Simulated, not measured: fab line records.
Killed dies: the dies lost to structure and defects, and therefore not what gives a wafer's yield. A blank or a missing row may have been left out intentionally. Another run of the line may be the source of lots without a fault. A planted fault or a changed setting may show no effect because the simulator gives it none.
Split-lot experiment -- flow gf180mcu -- 5 lots, 23 wafers read, on a route of 602 steps

THE SPLIT
At GF_SALICIDE_SPUTTER_03 (material TiN, target thk 20 nm, time 16.7 s), the setting time-s was moved away from the recipe's 16.7 s on 6 of the 23 wafers read, by -13.4% to +14.3%. The other wafers ran this setting at the recipe's value.

THE PATH FROM SPLIT TO READING: the file shows 1 step between them
- GF_SALICIDE_RS_MEAS_04: measures by four-point-probe

THE READING
SALICIDE_TIN_THK, in nm, at GF_SALICIDE_THK_MEAS_05 (measures by xrf). A value of 20.31 nm with a standard deviation of 0.25 nm is what fault-free wafers of this fab line usually give.

wafer,"tool, chamber at the split","time-s as run, s",against the recipe,"SALICIDE_TIN_THK, nm",against lot-mates on the recipe
L074.2,"pvd-sputter-01, -",16.7,recipe,20.64,-
L074.3,"pvd-sputter-01, -",16.7,recipe,20.50,-
L074.4,"pvd-sputter-01, -",16.7,recipe,20.46,-
L074.5,"pvd-sputter-01, -",16.7,recipe,20.44,-
L074.6,"pvd-sputter-01, -",16.7,recipe,20.50,-
L078.1,"pvd-sputter-03, -",14.47,-13.4%,17.44,-2.64
L078.2,"pvd-sputter-03, -",16.7,recipe,20.00,-
L078.4,"pvd-sputter-03, -",14.47,-13.4%,17.44,-2.64
L078.5,"pvd-sputter-03, -",14.47,-13.4%,17.23,-2.85
L078.6,"pvd-sputter-03, -",16.7,recipe,20.16,-
L082.2,"pvd-sputter-04, -",16.7,recipe,20.11,-
L082.3,"pvd-sputter-04, -",16.7,recipe,20.14,-
L082.4,"pvd-sputter-04, -",16.7,recipe,20.10,-
L084.1,"pvd-sputter-01, -",16.7,recipe,20.69,-
L084.2,"pvd-sputter-01, -",19.08,+14.3%,23.65,+3.02
L084.3,"pvd-sputter-01, -",16.7,recipe,20.58,-
L084.4,"pvd-sputter-01, -",19.08,+14.3%,23.57,+2.94
L084.6,"pvd-sputter-01, -",19.08,+14.3%,23.49,+2.86
L085.1,"pvd-sputter-04, -",16.7,recipe,20.56,-
L085.3,"pvd-sputter-04, -",16.7,recipe,20.34,-
L085.4,"pvd-sputter-04, -",16.7,recipe,20.56,-
L085.5,"pvd-sputter-04, -",16.7,recipe,20.33,-
L085.6,"pvd-sputter-04, -",16.7,recipe,20.38,-

FIT RESULTS
A straight line over all 23 wafers: SALICIDE_TIN_THK changes by +0.225 nm for each +1% of time-s; r = +0.99; the points scatter about the line by 0.19 nm.
The same after taking each lot's own level away (the mean of its wafers on the recipe; 23 wafers): +0.205 nm for each +1%; r = +1.00; scatter 0.082 nm.
On that fit, the largest move of time-s shifts the reading by 2.9 nm.
Across the lots, their own levels run from 20.080 to 20.635 nm, a range of 2.2 times the standard deviation given above.
Consequently the slope shifts little with the lot-to-lot level, the two slopes agreeing.
Check: with one of the wafers moved furthest among these (+14.3%) left out of the fit, the line predicts +2.89 nm for it against its lot-mates. Against them it came out at +3.02 nm.

OTHER SPLITS ON THESE WAFERS
These wafers also went through other splits before the reading. Each is held against what the fit with the lots' levels taken away leaves over:
other split on the same wafers,wafers away from the commonest value,r with SALICIDE_TIN_THK (lot level and that fit taken away)
GF_SAB_ETCH_11 time-s,11,-0.10

THE WHOLE CHAIN: every reading that the file lists as answering this split, in the file's order
step,what it does,reading,change (the file's fit),r (the file's)
GF_SALICIDE_SPUTTER_03,"material TiN, target thk 20 nm, time 16.7 s","TiN_of_SALICIDE_SPUTTER_03.thk-nm (the simulator's own value, which no gauge read)",+0.204 nm for each +1% of the setting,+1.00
GF_SALICIDE_RS_MEAS_04,measures by four-point-probe,SALICIDE_TIN_RS,-0.0571 for each +1% of the setting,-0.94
GF_SALICIDE_THK_MEAS_05,measures by xrf,SALICIDE_TIN_THK,+0.205 for each +1% of the setting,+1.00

FILE'S OWN FIT
SALICIDE_TIN_THK changes by +0.205 nm for each +1% of time-s, r = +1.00.
